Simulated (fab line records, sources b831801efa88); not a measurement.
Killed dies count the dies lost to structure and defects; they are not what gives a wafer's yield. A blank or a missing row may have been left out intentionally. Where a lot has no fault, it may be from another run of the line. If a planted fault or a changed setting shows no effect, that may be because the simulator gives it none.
Which tool is to blame? | flow sky130 | Sampling: 11 lots, 33 wafers, 4 of 708 route steps

## WHAT THE GAUGES READ, wafer by wafer
SKY_VT_ADJUST_HVTP_OVL_MEAS_08.
lot  | measured     | on         | VT_ADJUST_HVTP_OVL (nm)
L412 | day 6 08:49  | overlay-01 | -3.1 0.3 -1.7
L413 | day 6 22:25  | overlay-02 | 0.4 1.5 2.4
L414 | day 6 22:32  | overlay-01 | -0.6 0.2 0.7
L418 | day 7 23:02  | overlay-01 | 0.9 -0.2 0.3
L419 | day 7 23:49  | overlay-02 | 1.0 1.6 0.6
L424 | day 9 10:47  | overlay-02 | -1.4 -1.6 0.8
L427 | day 10 01:28 | overlay-01 | 0.4 -1.5 -1.2
L428 | day 10 08:05 | overlay-01 | -1.2 -0.4 -2.2
L429 | day 10 12:10 | overlay-01 | -2.8 -3.4 -2.2
L430 | day 10 17:08 | overlay-01 | -0.7 0.9 0.1
L431 | day 11 03:39 | overlay-02 | -2.6 0.6 0.6

SKY_VT_ADJUST_LVTN_TW_MEAS_21.
lot  | measured     | on            | VT_ADJUST_LVTN_2_TW
L412 | day 8 01:05  | film_metro-03 | 187.4 186.9 187.0
L413 | day 8 14:56  | film_metro-01 | 187.8 189.2 188.5
L414 | day 8 16:03  | film_metro-01 | 189.4 189.3 189.2
L418 | day 9 17:59  | film_metro-04 | 186.8 187.7 188.4
L419 | day 9 18:17  | film_metro-01 | 189.1 189.4 190.0
L424 | day 11 07:44 | film_metro-01 | 188.3 189.4 189.3
L427 | day 11 23:56 | film_metro-01 | 188.5 188.6 188.1
L428 | day 12 07:06 | film_metro-03 | 185.1 185.5 185.1
L429 | day 12 11:17 | film_metro-01 | 190.0 188.3 189.2
L430 | day 12 16:27 | film_metro-03 | 186.1 184.6 185.4
L431 | day 13 03:54 | film_metro-03 | 184.8 185.6 185.3

SKY_VT_ADJUST_NCORE_CD_MEAS_07 targets a cd of 380 nm.
lot  | measured     | on        | cd_nm (nm)
L412 | day 8 21:18  | cd_sem-01 | 383.4 382.8 385.1
L413 | day 9 10:58  | cd_sem-01 | 372.8 376.1 373.9
L414 | day 9 12:08  | cd_sem-02 | 381.8 382.7 379.2
L418 | day 10 16:00 | cd_sem-01 | 378.7 378.6 379.0
L419 | day 10 16:18 | cd_sem-02 | 384.5 384.7 382.0
L424 | day 12 07:09 | cd_sem-02 | 382.0 382.0 379.6
L427 | day 12 23:32 | cd_sem-02 | 363.6 363.9 364.6
L428 | day 13 07:59 | cd_sem-01 | 363.5 362.1 363.7
L429 | day 13 11:46 | cd_sem-02 | 382.4 382.0 383.0
L430 | day 13 17:19 | cd_sem-01 | 376.9 378.2 379.9
L431 | day 14 05:20 | cd_sem-01 | 381.7 383.2 380.9

## TOOL THAT RAN EACH LOT (tool first, then ch and the chambers of the sampled wafers, then the start)
lot  | SKY_VT_ADJUST_NCORE_COAT_02
L412 | litho_track-01 ch 0, day 8 10:59
L413 | litho_track-01 ch 0, day 8 23:58
L414 | litho_track-03 ch 0, day 9 01:17
L418 | litho_track-03 ch 0, day 10 04:22
L419 | litho_track-01 ch 0, day 10 04:50
L424 | litho_track-04 ch 0, day 11 19:06
L427 | litho_track-03 ch 0, day 12 11:47
L428 | litho_track-03 ch 0, day 12 19:20
L429 | litho_track-01 ch 0, day 12 22:31
L430 | litho_track-04 ch 0, day 13 03:38
L431 | litho_track-04 ch 0, day 13 16:57
- SKY_VT_ADJUST_NCORE_COAT_02: resist thk 1140 nm.

## WHAT THE TOOLS THEMSELVES READ (means of the sampled wafers that have a number; where no wafer has one, the mark that the record gives instead)
SKY_VT_ADJUST_NCORE_COAT_02.
lot  | tool           | dispense_pressure_kPa (kPa) | spin_speed_rpm (rpm)
L412 | litho_track-01 | 52                          | 2999.5
L413 | litho_track-01 | 52                          | 2999.9
L414 | litho_track-03 | 57                          | 3000.3
L418 | litho_track-03 | 57                          | 3000.8
L419 | litho_track-01 | 52                          | 3001.1
L424 | litho_track-04 | 49                          | 2998.5
L427 | litho_track-03 | 57                          | 2171.0
L428 | litho_track-03 | 57                          | 2169.7
L429 | litho_track-01 | 52                          | 3001.4
L430 | litho_track-04 | 49                          | 2999.8
L431 | litho_track-04 | 49                          | 2999.8

## THE ANSWER, worked out from the rows above alone
Rule: usual is defined by the lots themselves. The widest of any qualifying gaps counts: lots, ordered by their means at a reading, are off when they make up no more than a third of the lots, leave a main group of 4 or more, and stand apart from it by 3 or more times the standard deviation of that group's means. Not used: any main group whose means are identical at the precision the tables above print for the reading. Also off: a lot with no number at a reading for which 4 or more lots have one. Any other lot the step has rows for is counted as sound. Order of review: gauges by route order, followed by the tools' own readings, for which a lot's mean as printed above is used. At the first step where some lot is off, the reading lying furthest off is the one used; lots without a number count as furthest.
Off, at SKY_VT_ADJUST_NCORE_CD_MEAS_07 on cd_nm: L427, L428. Main group: mean 380.6 nm, sd 2.9.
If a tool, at a process step before that reading, ran all the lots that are off and no sound lot after the first of them, it fits. Not tried: the gauges at SKY_VT_ADJUST_NCORE_CD_MEAS_07; whatever is off there is also off at SKY_VT_ADJUST_NCORE_COAT_02, on other tools, and gauge error can't account for it. One fits: SKY_VT_ADJUST_NCORE_COAT_02 on litho_track-03. A fault onset in the window from L418 (day 10 04:22, its last sound lot) to L427 (day 12 11:47, its first lot off) fits.
The tool's own readings at SKY_VT_ADJUST_NCORE_COAT_02 bear it out: on the lots that are off they differ by more than 5 times the standard deviation of the sound lots' means. spin_speed_rpm reads 2170.3 rpm there against 3000.1 rpm on the sound lots.

## WHAT HAD BEEN PUT IN BY THE SIMULATOR
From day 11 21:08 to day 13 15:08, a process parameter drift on litho_track-03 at SKY_VT_ADJUST_NCORE_COAT_02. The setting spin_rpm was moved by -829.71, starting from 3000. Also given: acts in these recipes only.
Struck lots among those shown: L427, L428. This agrees with what the rule above found.
